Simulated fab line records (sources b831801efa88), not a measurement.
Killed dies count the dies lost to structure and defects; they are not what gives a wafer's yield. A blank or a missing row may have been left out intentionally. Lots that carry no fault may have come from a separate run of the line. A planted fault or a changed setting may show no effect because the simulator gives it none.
Which tool was responsible? | flow gf180mcu | 18 wafers from 6 lots sampled at 2 of the route's 602 steps

== WHAT THE GAUGES READ, wafer by wafer ==
GF_VT_IMPLANT_TW_MEAS_32.
lot  | measured     | on           | VT_IMPLANT_3_TW
L484 | day 7 03:27  | filmMetro-04 | 273.0 271.1 270.2
L486 | day 7 21:35  | filmMetro-03 | 268.9 269.1 269.4
L488 | day 8 13:14  | filmMetro-04 | 271.5 272.0 271.3
L490 | day 9 00:26  | filmMetro-04 | 270.6 270.2 270.7
L499 | day 11 02:40 | filmMetro-03 | 144.5 144.1 144.8
L503 | day 12 06:35 | filmMetro-04 | 269.3 271.5 270.5

== WHICH TOOL RAN EACH LOT (tool, then ch and the chambers of the sampled wafers, then the start) ==
lot  | GF_VT_IMPLANT_IMPLANT_30
L484 | implanter-01 ch 0, day 7 03:13
L486 | implanter-01 ch 0, day 7 21:20
L488 | implanter-02 ch 0, day 8 12:59
L490 | implanter-03 ch 0, day 9 00:11
L499 | implanter-03 ch 0, day 11 02:25
L503 | implanter-02 ch 0, day 12 06:21
- GF_VT_IMPLANT_IMPLANT_30

== THE ANSWER, worked out from the rows above alone ==
Rule: the lots themselves supply what counts as usual. Put in order of their means at a reading, lots are off if they are a third of the lots or fewer, leave a main group of 4 or more, and stand apart from it by a gap of 3 or more times the standard deviation of the main group's means; of several such gaps the widest counts. A main group whose means are all the same, to the digits that the tables above print for the reading, isn't used. A lot without any number at a reading at which 4 lots or more have one is off too. The other lots that the step has rows for count as sound.
Off: L499, seen at GF_VT_IMPLANT_TW_MEAS_32 (VT_IMPLANT_3_TW). The main group has a mean of 270.6 with a standard deviation of 0.88.
If a tool, at a process step before that reading, ran all the lots that are off and no sound lot after the first of them, it fits. Gauges at GF_VT_IMPLANT_TW_MEAS_32: tried the same way as those tools. Undecided on this evidence; 2 tools fit (implanter-03 at GF_VT_IMPLANT_IMPLANT_30, filmMetro-03 at GF_VT_IMPLANT_TW_MEAS_32).

== WHAT THE SIMULATOR HAD INSERTED ==
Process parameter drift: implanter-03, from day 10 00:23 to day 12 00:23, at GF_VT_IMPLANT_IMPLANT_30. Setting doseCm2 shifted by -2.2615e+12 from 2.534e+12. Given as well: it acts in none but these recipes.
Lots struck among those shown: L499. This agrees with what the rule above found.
